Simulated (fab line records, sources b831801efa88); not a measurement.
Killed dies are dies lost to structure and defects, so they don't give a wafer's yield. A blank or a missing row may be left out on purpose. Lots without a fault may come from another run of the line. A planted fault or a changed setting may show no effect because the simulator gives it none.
Which tool did it? | flow gf180mcu | 13 lots, 39 wafers sampled, at 6 steps of a route of 602

WHAT THE GAUGES READ, wafer by wafer
GF_POLY_GATE_THK_MEAS_17. Usual: POLY_GATE_OXIDATION_THK 4.00 nm, standard deviation 0.077.
lot  | measured     | on            | POLY_GATE_OXIDATION_THK (nm) | flag
L438 | day 9 16:55  | film_metro-04 | 3.98 3.98 3.99               |
L439 | day 9 23:08  | film_metro-01 | 4.02 3.87 3.86               |
L440 | day 10 04:40 | film_metro-04 | 4.00 3.89 3.93               |
L441 | day 10 12:55 | film_metro-04 | 3.88 3.99 3.91               |
L444 | day 11 10:08 | film_metro-01 | 4.07 4.08 4.07               |
L445 | day 11 17:39 | film_metro-04 | 4.10 4.05 4.04               |
L452 | day 14 03:46 | film_metro-01 | 3.91 3.81 3.88               |
L453 | day 14 07:56 | film_metro-02 | 3.95 4.00 3.95               |
L454 | day 14 10:37 | film_metro-02 | 3.97 4.04 3.92               |
L456 | day 14 22:30 | film_metro-04 | 4.01 3.97 4.00               |
L458 | day 15 14:58 | film_metro-04 | 4.08 3.99 4.02               |
L459 | day 15 19:25 | film_metro-02 | 4.09 4.02 4.07               |
L460 | day 16 06:32 | film_metro-04 | 4.09 4.24 4.09               |

GF_HV_LDD_CD_MEAS_46: target cd 400 nm. Usual: cd_nm 400.1 nm, standard deviation 1.6.
lot  | measured     | on        | cd_nm (nm)        | flag
L438 | day 12 18:45 | cd_sem-02 | 399.9 400.9 400.9 |
L439 | day 13 03:01 | cd_sem-01 | 400.3 399.4 396.8 |
L440 | day 13 08:52 | cd_sem-01 | 401.5 402.6 399.5 |
L441 | day 13 19:01 | cd_sem-02 | 398.0 399.2 399.9 |
L444 | day 14 18:29 | cd_sem-02 | 407.5 406.8 408.1 | OFF
L445 | day 15 02:34 | cd_sem-01 | 405.9 406.7 407.1 | OFF
L452 | day 17 19:17 | cd_sem-01 | 401.7 400.9 402.0 |
L453 | day 17 22:45 | cd_sem-02 | 398.3 398.8 398.9 |
L454 | day 18 03:33 | cd_sem-01 | 402.2 400.7 400.6 |
L456 | day 18 16:41 | cd_sem-02 | 399.8 398.2 396.6 |
L458 | day 19 10:32 | cd_sem-01 | 399.3 400.1 399.8 |
L459 | day 19 16:40 | cd_sem-01 | 401.5 397.6 398.9 |
L460 | day 20 05:27 | cd_sem-01 | 400.1 399.8 399.3 |

GF_HV_LDD_OVL_MEAS_47. Usual: HV_LDD_03_OVL -0.4 nm, standard deviation 1.3.
lot  | measured     | on         | HV_LDD_03_OVL (nm) | flag
L438 | day 12 18:50 | overlay-02 | 2.7 1.4 1.5        |
L439 | day 13 03:08 | overlay-01 | -2.1 -1.2 -0.3     |
L440 | day 13 08:58 | overlay-02 | -0.9 1.0 1.0       |
L441 | day 13 19:07 | overlay-02 | -0.5 0.2 1.1       |
L444 | day 14 18:36 | overlay-02 | 2.0 1.5 -0.1       |
L445 | day 15 02:41 | overlay-01 | -0.2 -2.0 -1.4     |
L452 | day 17 19:23 | overlay-01 | -2.5 -1.3 -1.7     |
L453 | day 17 22:50 | overlay-01 | -1.9 -0.8 -2.0     |
L454 | day 18 03:38 | overlay-01 | -1.7 -0.5 -0.3     |
L456 | day 18 16:49 | overlay-01 | -2.0 0.2 -0.8      |
L458 | day 19 10:39 | overlay-01 | -0.7 -0.1 -0.6     |
L459 | day 19 16:45 | overlay-02 | -2.7 -1.3 0.2      |
L460 | day 20 05:31 | overlay-01 | 0.1 -0.6 1.8       |

GF_HV_LDD_THK_MEAS_55. Usual: HV_LDD_CVD_54_THK 10.06 nm, standard deviation 0.12.
lot  | measured     | on            | HV_LDD_CVD_54_THK (nm) | flag
L438 | day 12 20:31 | film_metro-01 | 10.06 10.00 10.02      |
L439 | day 13 05:19 | film_metro-02 | 10.12 10.04 10.05      |
L440 | day 13 11:34 | film_metro-03 | 10.03 10.05 10.10      |
L441 | day 13 20:43 | film_metro-01 | 10.25 10.23 10.04      |
L444 | day 14 20:13 | film_metro-01 | 9.99 9.91 9.78         |
L445 | day 15 04:20 | film_metro-01 | 10.21 10.22 10.27      |
L452 | day 17 21:04 | film_metro-02 | 10.15 10.14 10.08      |
L453 | day 18 00:27 | film_metro-02 | 10.13 10.22 10.17      |
L454 | day 18 05:15 | film_metro-02 | 10.23 10.10 10.17      |
L456 | day 18 18:25 | film_metro-01 | 10.14 10.13 10.13      |
L458 | day 19 12:17 | film_metro-02 | 10.14 10.13 10.00      |
L459 | day 19 18:22 | film_metro-02 | 9.99 10.01 10.02       |
L460 | day 20 07:08 | film_metro-02 | 9.99 9.89 9.95         |

WHICH TOOL RAN EACH LOT (tool, then ch and the chambers of the sampled wafers, then the start)
lot  | GF_HV_LDD_COAT_41                 | GF_HV_LDD_STRIP_49
L438 | litho_track-03 ch 0, day 12 09:14 | plasma_asher-01 ch 0,1, day 12 19:02
L439 | litho_track-01 ch 0, day 12 17:07 | plasma_asher-04 ch 0,1, day 13 03:19
L440 | litho_track-03 ch 0, day 12 22:34 | plasma_asher-04 ch 0,1, day 13 09:10
L441 | litho_track-04 ch 0, day 13 08:26 | plasma_asher-02 ch 0,1, day 13 19:19
L444 | litho_track-03 ch 0, day 14 08:44 | plasma_asher-02 ch 0,1, day 14 18:47
L445 | litho_track-03 ch 0, day 14 15:33 | plasma_asher-02 ch 0,1, day 15 02:53
L452 | litho_track-03 ch 0, day 17 07:48 | plasma_asher-02 ch 0,1, day 17 19:35
L453 | litho_track-01 ch 0, day 17 10:48 | plasma_asher-01 ch 0,1, day 17 23:02
L454 | litho_track-01 ch 0, day 17 15:36 | plasma_asher-02 ch 0,1, day 18 03:50
L456 | litho_track-01 ch 0, day 18 05:16 | plasma_asher-02 ch 0,1, day 18 16:59
L458 | litho_track-01 ch 0, day 18 22:24 | plasma_asher-02 ch 0,1, day 19 10:50
L459 | litho_track-03 ch 0, day 19 04:27 | plasma_asher-01 ch 0,1, day 19 16:58
L460 | litho_track-03 ch 0, day 19 16:23 | plasma_asher-02 ch 0,1, day 20 05:44
- GF_HV_LDD_COAT_41: resist thk 1000 nm.
- GF_HV_LDD_STRIP_49: strips in O2/N2.

WHAT THE TOOLS THEMSELVES READ (means of the sampled wafers that have a number; where no wafer has one, the mark that the record gives instead)
GF_HV_LDD_STRIP_49. Usual: drypump_motor_current_A 5.9 A, standard deviation 0.74; heater_power_w 324 W, standard deviation 32; oes_product_au 0.716 a.u., standard deviation 0.005; strip_time_to_endpoint_s 12.63 s, standard deviation 0.034.
lot  | tool            | drypump_motor_current_A (A) | heater_power_w (W) | oes_product_au (a.u.) | strip_time_to_endpoint_s (s) | flag
L438 | plasma_asher-01 | 5.3                         | 347                | 0.711                 | 12.66                        |
L439 | plasma_asher-04 | 6.1                         | 341                | 0.716                 | 12.61                        |
L440 | plasma_asher-04 | 6.3                         | 351                | 0.716                 | 12.60                        |
L441 | plasma_asher-02 | 6.2                         | 288                | 0.721                 | 12.62                        |
L444 | plasma_asher-02 | 6.2                         | 289                | 0.716                 | 11.89                        | OFF
L445 | plasma_asher-02 | 5.5                         | 303                | 0.718                 | 11.92                        | OFF
L452 | plasma_asher-02 | 5.5                         | 297                | 0.717                 | 12.65                        |
L453 | plasma_asher-01 | 5.3                         | 349                | 0.715                 | 12.61                        |
L454 | plasma_asher-02 | 5.5                         | 301                | 0.716                 | 12.60                        |
L456 | plasma_asher-02 | 5.6                         | 304                | 0.719                 | 12.62                        |
L458 | plasma_asher-02 | 6.2                         | 289                | 0.718                 | 12.60                        |
L459 | plasma_asher-01 | 5.3                         | 369                | 0.713                 | 12.72                        |
L460 | plasma_asher-02 | 6.2                         | 290                | 0.722                 | 12.67                        |

THE ANSWER, worked out from the rows above alone
Rule: a lot is off if the mean of its wafers that have a number lies more than 3 standard deviations from the usual mean. A lot without any number at a reading at which 4 lots or more have one is off too. The other lots that the step has rows for count as sound. The gauges are gone through in route order, then the tools' own readings, and for those a lot's mean is taken as printed above. The first step at which some lot is off is used, and at that step the reading that is off furthest; a lot without a number counts as furthest.
Off: L444, L445, at GF_HV_LDD_CD_MEAS_46 (cd_nm).
A tool fits if, at a process step before that reading, it ran every lot that is off, and no sound lot after the first of them. The gauges at GF_HV_LDD_CD_MEAS_46 aren't tried: what is off there is off at GF_HV_LDD_STRIP_49 too, on other tools, and a gauge's error can't cause that. None of those tried fits.

WHAT THE SIMULATOR HAD PUT IN
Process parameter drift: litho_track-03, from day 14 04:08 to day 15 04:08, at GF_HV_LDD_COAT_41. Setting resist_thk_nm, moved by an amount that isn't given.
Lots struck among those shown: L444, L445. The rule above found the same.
